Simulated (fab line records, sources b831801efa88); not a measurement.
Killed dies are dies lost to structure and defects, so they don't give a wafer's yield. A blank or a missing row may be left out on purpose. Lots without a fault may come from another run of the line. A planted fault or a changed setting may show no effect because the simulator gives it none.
fab line records | flow sfq_line
record lots=5 wafers=23
route steps=325 shown L0@3 L0V@17 M0@29 I0@44 M1@59
start_h: hours from the record's first day to the start of the lot's first wafer shown | wait_h: hours since the lot's step before | " the same as in the row above | L1.1+2: a row that stands for several wafers | - no value, or no start given | * or withheld: withheld | < > ~ a bound
route shown NAME@n: a module of which the file shows steps, and the number in the route of the first | usual: mean/standard deviation of fault-free wafers | same: alike in all rows | chamber/n: place in a boat | sites: the reading at each site | _std_site: their standard deviation | _edge_site: outer sites' mean less inner sites' | radius_mm: how far each site lies from the wafer's centre | mask NAME#n: copy n | behind: the tool/chamber that last shaped the wafer | hold: why the lot was held/for how many hours/how that ended | device: the transistor (n, p or np) that didn't switch | end of line: the same wafers' tests at the end of the route | a step without rows: its recipe alone | killed: dies lost to structure and defects at the first sort, not the wafer's yield | map: a wafer's dies, x killed, . not, _ none there
set.NAME: the setting as run; set.NAME@STEP: as run at that earlier step | model.NAME: the simulator's own value behind a step, which no gauge read
lots whose settings were changed on purpose; a table a step, a row a wafer
## steps
# step SFQ_TRILAYER_L0_DEP_SPUTTER_003
# recipe material=MoNx_KI base_pressure_pa=1.33e-06 target_thk_nm=40 power_w=800 time_s=100 chamber_pressure_pa=0.4
# columns lot.wafer tool chamber start_h wait_h set.time_s model.MoNx_KI_of_TRILAYER_L0_DEP_SPUTTER_003.thk_nm
L074.1 pvd_sputter-06 - 12.49 0.0 94.23 37.46
L074.2 " - " " 94.23 36.7
L074.3 " - " " 94.23 37.48
L074.4 " - " " 100 39.67
L074.6 " - " " 100 39.27
L076.1 pvd_sputter-06 - 22.49 0.0 100 40.09
L076.2 " - " " 92.49 36.84
L076.3 " - " " 100 39.62
L076.5 " - " " 92.49 36.99
L076.6 " - " " 100 40.34
L080.1 pvd_sputter-05 - 42.49 0.0 100 39.18
L080.2 " - " " 100 39.74
L080.3 " - " " 111.2 43.69
L080.4 " - " " 111.2 43.8
L080.5 " - " " 100 39.66
L081.1 pvd_sputter-03 - 47.49 0.0 100 40.57
L081.2 " - " " 100 40.85
L081.4 " - " " 100 41.12
L081.5 " - " " 100 40.31
L081.6 " - " " 100 40.56
L082.1 pvd_sputter-03 - 52.49 0.0 100 39.68
L082.2 " - " " 100 40.18
L082.4 " - " " 100 39.88
# step SFQ_L0_RS_MEAS_901
# recipe thk_meas_gauge=four-point-probe reads=MoNx_KI_of_TRILAYER_L0_DEP_SPUTTER_003
# usual L0_MONX_KI_RS=43.5/0.67
# columns lot.wafer tool chamber start_h wait_h set.time_s@TRILAYER_L0_DEP_SPUTTER_003 L0_MONX_KI_RS[ohm/sq]
L074.1 film_metro-02 - 12.56 0.0 94.23 46.5
L074.2 " - " " 94.23 47.5
L074.3 " - " " 94.23 46.5
L074.4 " - " " 100 43.9
L074.6 " - " " 100 44.4
L076.1 film_metro-04 - 22.56 0.0 100 43.3
L076.2 " - " " 92.49 47.1
L076.3 " - " " 100 43.8
L076.5 " - " " 92.49 46.9
L076.6 " - " " 100 43.0
L080.1 film_metro-02 - 42.56 0.0 100 44.5
L080.2 " - " " 100 43.8
L080.3 " - " " 111.2 39.9
L080.4 " - " " 111.2 39.8
L080.5 " - " " 100 43.9
L081.1 film_metro-04 - 47.56 0.0 100 42.8
L081.2 " - " " 100 42.5
L081.4 " - " " 100 42.2
L081.5 " - " " 100 43.0
L081.6 " - " " 100 42.8
L082.1 film_metro-01 - 52.56 0.0 100 43.9
L082.2 " - " " 100 43.4
L082.4 " - " " 100 43.6
# step SFQ_L0_THK_MEAS_902
# recipe thk_meas_gauge=xrf reads=MoNx_KI_of_TRILAYER_L0_DEP_SPUTTER_003
# usual L0_MONX_KI_THK=39.3/0.58
# columns lot.wafer tool chamber start_h wait_h set.time_s@TRILAYER_L0_DEP_SPUTTER_003 L0_MONX_KI_THK[nm]
L074.1 film_metro-02 - 12.68 0.1 94.23 37.0
L074.2 " - " " 94.23 35.8
L074.3 " - " " 94.23 36.8
L074.4 " - " " 100 38.9
L074.6 " - " " 100 38.4
L076.1 film_metro-04 - 22.68 0.1 100 39.4
L076.2 " - " " 92.49 36.3
L076.3 " - " " 100 39.0
L076.5 " - " " 92.49 36.4
L076.6 " - " " 100 39.7
L080.1 film_metro-02 - 42.68 0.1 100 38.4
L080.2 " - " " 100 39.0
L080.3 " - " " 111.2 42.8
L080.4 " - " " 111.2 42.9
L080.5 " - " " 100 38.9
L081.1 film_metro-04 - 47.68 0.1 100 39.9
L081.2 " - " " 100 40.3
L081.4 " - " " 100 40.4
L081.5 " - " " 100 40.0
L081.6 " - " " 100 40.1
L082.1 film_metro-01 - 52.68 0.1 100 39.2
L082.2 " - " " 100 39.6
L082.4 " - " " 100 39.4
# step SFQ_TRILAYER_L0_ETCH_METAL_ETCH_008
# recipe target=MoNx_KI stop_on=SiO2 mask_material=PR chemistry=SF6/O2 target_depth_nm=50 icp_w=600 bias_w=80 pressure_mtorr=10 time_s=25
# usual oes_product_au=0.874/0.0089
# columns lot.wafer tool chamber start_h wait_h set.bias_w set.time_s@TRILAYER_L0_DEP_SPUTTER_003 oes_product_au
L074.1 rie_metal-01 1 36.14 0.0 80 94.23 0.847
L074.2 " 0 " " 80 94.23 0.820
L074.3 " 1 " " 80 94.23 0.846
L074.4 " 0 " " 80 100 0.872
L074.6 " 1 " " 80 100 0.867
L076.1 rie_metal-04 1 48.14 0.0 83.85 100 0.872
L076.2 " 0 " " 80 92.49 0.836
L076.3 " 0 " " 83.85 100 0.873
L076.5 " 0 " " 83.85 92.49 0.836
L076.6 " 1 " " 80 100 0.883
L080.1 rie_metal-03 0 72.99 0.0 80 100 0.859
L080.2 " 1 " " 88.99 100 0.874
L080.3 " 1 " " 88.99 111.2 0.926
L080.4 " 0 " " 80 111.2 0.916
L080.5 " 1 " " 88.99 100 0.871
L081.1 rie_metal-04 1 77.79 0.0 80 100 0.883
L081.2 " 0 " " 85.68 100 0.877
L081.4 " 1 " " 85.68 100 0.890
L081.5 " 0 " " 80 100 0.878
L081.6 " 1 " " 80 100 0.880
L082.1 rie_metal-04 1 80.19 0.0 80 100 0.866
L082.2 " 0 " " 80 100 0.875
L082.4 " 0 " " 80 100 0.874
# step SFQ_TRILAYER_L0_VIA_LITHO_COAT_018
# recipe resist=BARC spin_rpm=3000 resist_thk_nm=62
# columns lot.wafer tool chamber start_h wait_h set.resist_thk_nm model.BARC_of_TRILAYER_L0_VIA_LITHO_COAT_018.thk_nm
L074.1 litho_track-02 0 37.16 0.0 62 61.84
L074.2 " 0 " " 62 61.65
L074.3 " 0 " " 64.07 63.89
L074.4 " 0 " " 64.07 64.06
L074.6 " 0 " " 64.07 63.66
L076.1 litho_track-02 0 48.99 0.0 62 61.84
L076.2 " 0 " " 62 61.86
L076.3 " 0 " " 60.91 60.74
L076.5 " 0 " " 60.91 60.94
L076.6 " 0 " " 60.91 60.86
L080.1 litho_track-04 0 73.84 0.0 62 61.83
L080.2 " 0 " " 62 61.86
L080.3 " 0 " " 62 61.81
L080.4 " 0 " " 63.29 63.29
L080.5 " 0 " " 63.29 63.27
L081.1 litho_track-04 0 78.64 0.0 62 62.21
L081.2 " 0 " " 62 62.15
L081.4 " 0 " " 62 62.2
L081.5 " 0 " " 62 62.09
L081.6 " 0 " " 62 62.06
L082.1 litho_track-04 0 81.04 0.0 62 62.22
L082.2 " 0 " " 62 62.27
L082.4 " 0 " " 62 62.12
# step SFQ_TRILAYER_L0_VIA_LITHO_PEB_016
# recipe peb_temp_c=115 peb_time_s=60 resist=KrF
# columns lot.wafer tool chamber start_h wait_h set.peb_temp_c
L074.1+2+3+4+6 litho_track-02 0 96.83 1.0 115
L076.1+2+3 litho_track-04 0 110.03 1.0 116.9
L076.5+6 " 0 " " 115
L080.1+3+4 litho_track-04 0 137.63 1.0 115
L080.2+5 " 0 " " 116.5
L081.1+2+6 litho_track-01 0 143.63 1.0 116.4
L081.4+5 " 0 " " 115
L082.1+2+4 litho_track-01 0 147.23 1.0 115
# step SFQ_TRILAYER_L0_VIA_LITHO_DEVELOP_015
# recipe time_s=60 resist=KrF
# step SFQ_TRILAYER_L0_VIA_BARC_OPEN_VIA_ETCH_021
# recipe mask_material=PR chemistry=O2 target_depth_nm=125 target=BARC source_w=509.7 bias_w=80 pressure_mtorr=30 time_s=41.7
# columns lot.wafer tool chamber start_h wait_h set.peb_temp_c@TRILAYER_L0_VIA_LITHO_PEB_016 model.L0V.cd_nm
L074.1 rie_diel-03 2 97.17 0.0 115 702.7
L074.2 " 1 " " 115 702.3
L074.3 " 3 " " 115 702.1
L074.4 " 0 " " 115 701.2
L074.6 " 3 " " 115 701
L076.1+2 rie_diel-03 1,3 110.37 0.0 116.9 733.8
L076.3 " 0 " " 116.9 732.9
L076.5 " 1 " " 115 701.1
L076.6 " 0 " " 115 701.4
L080.1 rie_diel-04 1 137.97 0.0 115 698
L080.2 " 0 " " 116.5 724.2
L080.3 " 2 " " 115 699.1
L080.4 " 3 " " 115 697.9
L080.5 " 2 " " 116.5 723.9
L081.1 rie_diel-01 0 143.97 0.0 116.4 723.2
L081.2 " 2 " " 116.4 722.9
L081.4 " 3 " " 115 700.4
L081.5 " 1 " " 115 700.1
L081.6 " 0 " " 116.4 724
L082.1 rie_diel-04 1 147.57 0.0 115 698.1
L082.2 " 0 " " 115 700
L082.4 " 3 " " 115 699.7
# step SFQ_TRILAYER_M0_DEP_SPUTTER_019
# recipe material=Nb base_pressure_pa=1.33e-06 chamber_pressure_pa=0.1333 substrate_temp_c=20 resputter_cathode_voltage_v=400 target_thk_nm=200 power_w=2000 time_s=133.3
# columns lot.wafer tool chamber start_h wait_h set.time_s model.Nb_of_TRILAYER_M0_DEP_SPUTTER_019.thk_nm
L074.1 pvd_sputter-04 - 98.05 0.0 133.3 203.1
L074.2 " - " " 133.3 201
L074.3 " - " " 121.1 182.1
L074.4 " - " " 121.1 184.4
L074.6 " - " " 133.3 202.8
L076.1 pvd_sputter-04 - 111.43 0.0 133.3 200.4
L076.2 " - " " 133.3 198.2
L076.3 " - " " 133.3 199.5
L076.5 " - " " 133.3 197.9
L076.6 " - " " 133.3 198.6
L080.1 pvd_sputter-06 - 138.85 0.0 133.3 201.3
L080.2 " - " " 133.3 201
L080.3 " - " " 133.3 203.1
L080.4 " - " " 133.3 203.9
L080.5 " - " " 133.3 201.4
L081.1 pvd_sputter-04 - 145.45 0.0 151.7 229
L081.2 " - " " 133.3 201.5
L081.4 " - " " 151.7 229.5
L081.5 " - " " 133.3 200.5
L081.6 " - " " 151.7 231.4
L082.1 pvd_sputter-04 - 148.45 0.0 133.3 203.3
L082.2 " - " " 133.3 203.8
L082.4 " - " " 133.3 204.5
# step SFQ_M0_RS_MEAS_904
# recipe thk_meas_gauge=four-point-probe reads=Nb_of_TRILAYER_M0_DEP_SPUTTER_019
# usual M0_NB_RS=0.884/0.0098
# columns lot.wafer tool chamber start_h wait_h set.time_s@TRILAYER_M0_DEP_SPUTTER_019 M0_NB_RS[ohm/sq]
L074.1 film_metro-01 - 98.14 0.0 133.3 0.876
L074.2 " - " " 133.3 0.885
L074.3 " - " " 121.1 0.976
L074.4 " - " " 121.1 0.966
L074.6 " - " " 133.3 0.878
L076.1 film_metro-04 - 111.52 0.0 133.3 0.886
L076.2 " - " " 133.3 0.895
L076.3 " - " " 133.3 0.891
L076.5 " - " " 133.3 0.894
L076.6 " - " " 133.3 0.893
L080.1 film_metro-01 - 138.94 0.0 133.3 0.884
L080.2 " - " " 133.3 0.885
L080.3 " - " " 133.3 0.876
L080.4 " - " " 133.3 0.873
L080.5 " - " " 133.3 0.883
L081.1 film_metro-01 - 145.54 0.0 151.7 0.778
L081.2 " - " " 133.3 0.883
L081.4 " - " " 151.7 0.775
L081.5 " - " " 133.3 0.889
L081.6 " - " " 151.7 0.770
L082.1 film_metro-03 - 148.54 0.0 133.3 0.873
L082.2 " - " " 133.3 0.870
L082.4 " - " " 133.3 0.870
# step SFQ_TRILAYER_M0_ETCH_METAL_ETCH_024
# recipe target=Nb stop_on=SiO2 mask_material=PR chemistry=Cl2/Ar target_depth_nm=240 icp_w=600 bias_w=80 pressure_mtorr=10 time_s=120
# usual oes_product_au=0.898/0.0074
# columns lot.wafer tool chamber start_h wait_h set.bias_w set.time_s@TRILAYER_M0_DEP_SPUTTER_019 oes_product_au
L074.1 rie_metal-03 0 169.32 0.0 80 133.3 0.914
L074.2 " 1 " " 71.52 133.3 0.889
L074.3 " 1 " " 71.52 121.1 0.842
L074.4 " 0 " " 80 121.1 0.857
L074.6 " 0 " " 71.52 133.3 0.903
L076.1 rie_metal-04 0 184.92 0.0 84.73 133.3 0.897
L076.2 " 1 " " 80 133.3 0.894
L076.3 " 0 " " 84.73 133.3 0.891
L076.5 " 0 " " 80 133.3 0.883
L076.6 " 1 " " 80 133.3 0.894
L080.1 rie_metal-04 0 217.50 0.0 86.96 133.3 0.904
L080.2 " 1 " " 80 133.3 0.904
L080.3 " 1 " " 80 133.3 0.898
L080.4 " 0 " " 86.96 133.3 0.901
L080.5 " 0 " " 86.96 133.3 0.902
L081.1 rie_metal-02 0 227.10 0.0 80 151.7 0.969
L081.2 " 1 " " 80 133.3 0.900
L081.4 " 1 " " 80 151.7 0.972
L081.5 " 1 " " 80 133.3 0.891
L081.6 " 0 " " 80 151.7 0.972
L082.1 rie_metal-03 0 229.50 0.0 80 133.3 0.902
L082.2 " 1 " " 80 133.3 0.904
L082.4 " 1 " " 80 133.3 0.906
# step SFQ_TRILAYER_I0_CMP_CMP_028
# recipe material=SiO2 down_force_psi=3 platen_rpm=60 pad_velocity_m_s=0.94248
# columns lot.wafer tool chamber start_h wait_h set.leave_above_ref_nm model.SiO2_of_TRILAYER_I0_DEP_PECVD_027.thk_nm
L074.4 cmp-01 3 172.67 2.4 187.1 186.9
L074.2 " 0 " " 187.1 187.7
L074.3 " 1 " " 200 198.5
L074.1 " 2 " " 187.1 186.5
L074.6 " 3 " " 200 199.9
L076.3 cmp-01 1 186.56 0.6 196.2 194.3
L076.2 " 2 " " 196.2 196.2
L076.1 " 3 " " 200 199.4
L076.6 " 0 " " 196.2 196
L076.5 " 1 " " 200 197.6
L080.1 cmp-02 3 218.48 0.0 210.5 211.4
L080.4 " 0 " " 200 199.6
L080.2 " 1 " " 210.5 210.6
L080.3 " 2 " " 200 201.1
L080.5 " 0 220.98 2.5 200 201.7
L081.1 cmp-01 0 228.68 0.6 212.1 211.7
L081.4 " 1 " " 200 197.5
L081.2 " 2 " " 200 199.2
L081.6 " 0 230.68 2.6 212.1 211.3
L081.5 " 1 " " 200 198.2
L082.4 cmp-02 2 232.96 2.5 200 201.6
L082.2 " 3 " " 200 200.1
L082.1 " 0 " " 200 200.3
# step SFQ_TRILAYER_I0_METRO_MEASURE_029
# usual thk_nm=199.6/1.3
# columns lot.wafer tool chamber start_h wait_h set.leave_above_ref_nm@TRILAYER_I0_CMP_CMP_028 thk_nm
L074.1 film_metro-02 - 175.79 0.1 187.1 186.4
L074.2 " - " " 187.1 187.8
L074.3 " - " " 200 198.6
L074.4 " - " " 187.1 186.8
L074.6 " - " " 200 199.8
L076.1 film_metro-01 - 189.18 0.1 200 199.4
L076.2 " - " " 196.2 196.3
L076.3 " - " " 196.2 194.3
L076.5 " - " " 200 197.6
L076.6 " - " " 196.2 195.9
L080.1 film_metro-02 - 221.60 0.1 210.5 211.5
L080.2 " - " " 210.5 210.6
L080.3 " - " " 200 201.2
L080.4 " - " " 200 199.8
L080.5 " - " " 200 201.7
L081.1 film_metro-02 - 231.80 0.1 212.1 211.6
L081.2 " - " " 200 199.3
L081.4 " - " " 200 197.4
L081.5 " - " " 200 198.2
L081.6 " - " " 212.1 211.4
L082.1 film_metro-01 - 236.08 0.1 200 200.3
L082.2 " - " " 200 200.2
L082.4 " - " " 200 201.6
# step SFQ_TRILAYER_I0_VIA_LITHO_PEB_034
# recipe peb_temp_c=115 peb_time_s=60 resist=KrF
# columns lot.wafer tool chamber start_h wait_h set.peb_time_s
L074.1+2+3+4+6 litho_track-03 0 205.63 1.0 60
L076.1+2+3+5+6 litho_track-01 0 221.98 1.0 60
L080.1+2+4 litho_track-03 0 257.63 1.0 52.43
L080.3+5 " 0 " " 60
L081.1+2+4+5+6 litho_track-01 0 267.03 1.0 60
L082.1+2+4 litho_track-01 0 271.83 1.0 60
# step SFQ_TRILAYER_I0_VIA_LITHO_DEVELOP_033
# recipe time_s=60 resist=KrF
# step SFQ_TRILAYER_I0_VIA_BARC_OPEN_VIA_ETCH_046
# recipe mask_material=PR chemistry=O2 target_depth_nm=125 target=BARC source_w=500 bias_w=80 pressure_mtorr=30 time_s=41.7
# step SFQ_TRILAYER_I0_VIA_ETCH_VIA_ETCH_034
# recipe target=SiO2 stop_on=Nb mask_material=PR taper_deg=20 chemistry=CHF3 target_depth_nm=260 source_w=500 bias_w=80 pressure_mtorr=30 time_s=withheld
# usual oes_product_au=0.854/0.0055
# columns lot.wafer tool chamber start_h wait_h set.leave_above_ref_nm@TRILAYER_I0_CMP_CMP_028 oes_product_au model.I0.feature_depth_nm
L074.1 rie_diel-01 3 206.01 0.0 187.1 0.825 186.5
L074.2 " 0 " " 187.1 0.824 187.7
L074.3 " 2 " " 200 0.842 198.5
L074.4 " 1 " " 187.1 0.830 186.9
L074.6 " 3 " " 200 0.860 199.9
L076.1 rie_diel-04 0 222.36 0.0 200 0.857 199.4
L076.2 " 1 " " 196.2 0.836 196.2
L076.3 " 2 " " 196.2 0.841 194.3
L076.5 " 3 " " 200 0.850 197.6
L076.6 " 2 " " 196.2 0.846 196
L080.1 rie_diel-02 1 258.01 0.0 210.5 0.875 211.4
L080.2 " 2 " " 210.5 0.871 210.6
L080.3 " 3 " " 200 0.858 201.1
L080.4 " 0 " " 200 0.864 199.6
L080.5 " 2 " " 200 0.855 201.7
L081.1 rie_diel-02 1 267.41 0.0 212.1 0.880 211.7
L081.2 " 2 " " 200 0.854 199.2
L081.4 " 0 " " 200 0.844 197.5
L081.5 " 0 " " 200 0.857 198.2
L081.6 " 1 " " 212.1 0.887 211.3
L082.1 rie_diel-02 1 272.21 0.0 200 0.850 200.3
L082.2 " 0 " " 200 0.859 200.1
L082.4 " 3 " " 200 0.858 201.6
# step SFQ_TRILAYER_M1_DEP_SPUTTER_037
# recipe material=Nb base_pressure_pa=1.33e-06 chamber_pressure_pa=0.1333 substrate_temp_c=20 resputter_cathode_voltage_v=400 target_thk_nm=200 power_w=2000 time_s=133.3
# columns lot.wafer tool chamber start_h wait_h set.time_s model.Nb_of_TRILAYER_M1_DEP_SPUTTER_037.thk_nm
L074.1 pvd_sputter-04 - 206.93 0.0 133.3 198.7
L074.2 " - " " 113.5 169.9
L074.3 " - " " 113.5 169.7
L074.4 " - " " 113.5 171
L074.6 " - " " 133.3 201.6
L076.1 pvd_sputter-06 - 223.28 0.0 124.6 184
L076.2 " - " " 133.3 197.8
L076.3 " - " " 133.3 196.7
L076.5 " - " " 133.3 196
L076.6 " - " " 124.6 184.2
L080.1 pvd_sputter-04 - 258.93 0.0 150.3 224.7
L080.2 " - " " 133.3 201.1
L080.3 " - " " 150.3 224.4
L080.4 " - " " 133.3 200.3
L080.5 " - " " 133.3 201.8
L081.1 pvd_sputter-04 - 268.34 0.0 133.3 199.4
L081.2 " - " " 140.1 210.1
L081.4 " - " " 133.3 198.6
L081.5 " - " " 133.3 200.4
L081.6 " - " " 140.1 212.2
L082.1 pvd_sputter-04 - 273.14 0.0 133.3 200.4
L082.2 " - " " 133.3 200.1
L082.4 " - " " 133.3 199.8
# step SFQ_M1_RS_MEAS_909
# recipe thk_meas_gauge=four-point-probe reads=Nb_of_TRILAYER_M1_DEP_SPUTTER_037
# usual M1_NB_RS=0.890/0.0092
# columns lot.wafer tool chamber start_h wait_h set.time_s@TRILAYER_M1_DEP_SPUTTER_037 M1_NB_RS[ohm/sq]
L074.1 film_metro-02 - 207.02 0.0 133.3 0.898
L074.2 " - " " 113.5 1.049
L074.3 " - " " 113.5 1.052
L074.4 " - " " 113.5 1.044
L074.6 " - " " 133.3 0.885
L076.1 film_metro-03 - 223.37 0.0 124.6 0.965
L076.2 " - " " 133.3 0.897
L076.3 " - " " 133.3 0.904
L076.5 " - " " 133.3 0.907
L076.6 " - " " 124.6 0.964
L080.1 film_metro-02 - 259.02 0.0 150.3 0.792
L080.2 " - " " 133.3 0.888
L080.3 " - " " 150.3 0.794
L080.4 " - " " 133.3 0.891
L080.5 " - " " 133.3 0.883
L081.1 film_metro-03 - 268.43 0.0 133.3 0.891
L081.2 " - " " 140.1 0.844
L081.4 " - " " 133.3 0.895
L081.5 " - " " 133.3 0.885
L081.6 " - " " 140.1 0.837
L082.1 film_metro-02 - 273.23 0.0 133.3 0.891
L082.2 " - " " 133.3 0.891
L082.4 " - " " 133.3 0.893
## key
split step=SFQ_TRILAYER_L0_DEP_SPUTTER_003 setting=time_s stated=100 by=wafer
response step=SFQ_TRILAYER_L0_DEP_SPUTTER_003 reading=model.MoNx_KI_of_TRILAYER_L0_DEP_SPUTTER_003.thk_nm change=+0.388 per=1% r=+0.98
response step=SFQ_L0_RS_MEAS_901 reading=L0_MONX_KI_RS change=-0.42 per=1% r=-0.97
response step=SFQ_L0_THK_MEAS_902 reading=L0_MONX_KI_THK change=+0.375 per=1% r=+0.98
response step=SFQ_TRILAYER_L0_ETCH_METAL_ETCH_008 reading=oes_product_au change=+0.00501 per=1% r=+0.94
split step=SFQ_TRILAYER_L0_ETCH_METAL_ETCH_008 setting=bias_w stated=80 by=wafer
response none clear
split step=SFQ_TRILAYER_L0_VIA_LITHO_COAT_018 setting=resist_thk_nm stated=62 by=wafer
response step=SFQ_TRILAYER_L0_VIA_LITHO_COAT_018 reading=model.BARC_of_TRILAYER_L0_VIA_LITHO_COAT_018.thk_nm change=+0.64 per=1% r=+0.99
split step=SFQ_TRILAYER_L0_VIA_LITHO_PEB_016 setting=peb_temp_c stated=115 by=wafer
response step=SFQ_TRILAYER_L0_VIA_BARC_OPEN_VIA_ETCH_021 reading=model.L0V.cd_nm change=+19.5 per=1% r=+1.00
split step=SFQ_TRILAYER_M0_DEP_SPUTTER_019 setting=time_s stated=133.3 by=wafer
response step=SFQ_TRILAYER_M0_DEP_SPUTTER_019 reading=model.Nb_of_TRILAYER_M0_DEP_SPUTTER_019.thk_nm change=+2.1 per=1% r=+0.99
response step=SFQ_M0_RS_MEAS_904 reading=M0_NB_RS change=-0.00867 per=1% r=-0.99
response step=SFQ_TRILAYER_M0_ETCH_METAL_ETCH_024 reading=oes_product_au change=+0.00559 per=1% r=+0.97
split step=SFQ_TRILAYER_M0_ETCH_METAL_ETCH_024 setting=bias_w stated=80 by=wafer
response none clear
split step=SFQ_TRILAYER_I0_CMP_CMP_028 setting=leave_above_ref_nm stated=200 by=wafer
response step=SFQ_TRILAYER_I0_CMP_CMP_028 reading=model.SiO2_of_TRILAYER_I0_DEP_PECVD_027.thk_nm change=+1.99 per=1% r=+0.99
response step=SFQ_TRILAYER_I0_METRO_MEASURE_029 reading=thk_nm change=+1.99 per=1% r=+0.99
response step=SFQ_TRILAYER_I0_VIA_ETCH_VIA_ETCH_034 reading=oes_product_au change=+0.00412 per=1% r=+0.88
response step=SFQ_TRILAYER_I0_VIA_ETCH_VIA_ETCH_034 reading=model.I0.feature_depth_nm change=+1.99 per=1% r=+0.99
split step=SFQ_TRILAYER_I0_VIA_LITHO_PEB_034 setting=peb_time_s stated=60 by=wafer
response none clear
split step=SFQ_TRILAYER_M1_DEP_SPUTTER_037 setting=time_s stated=133.3 by=wafer
response step=SFQ_TRILAYER_M1_DEP_SPUTTER_037 reading=model.Nb_of_TRILAYER_M1_DEP_SPUTTER_037.thk_nm change=+1.96 per=1% r=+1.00
response step=SFQ_M1_RS_MEAS_909 reading=M1_NB_RS change=-0.00927 per=1% r=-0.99
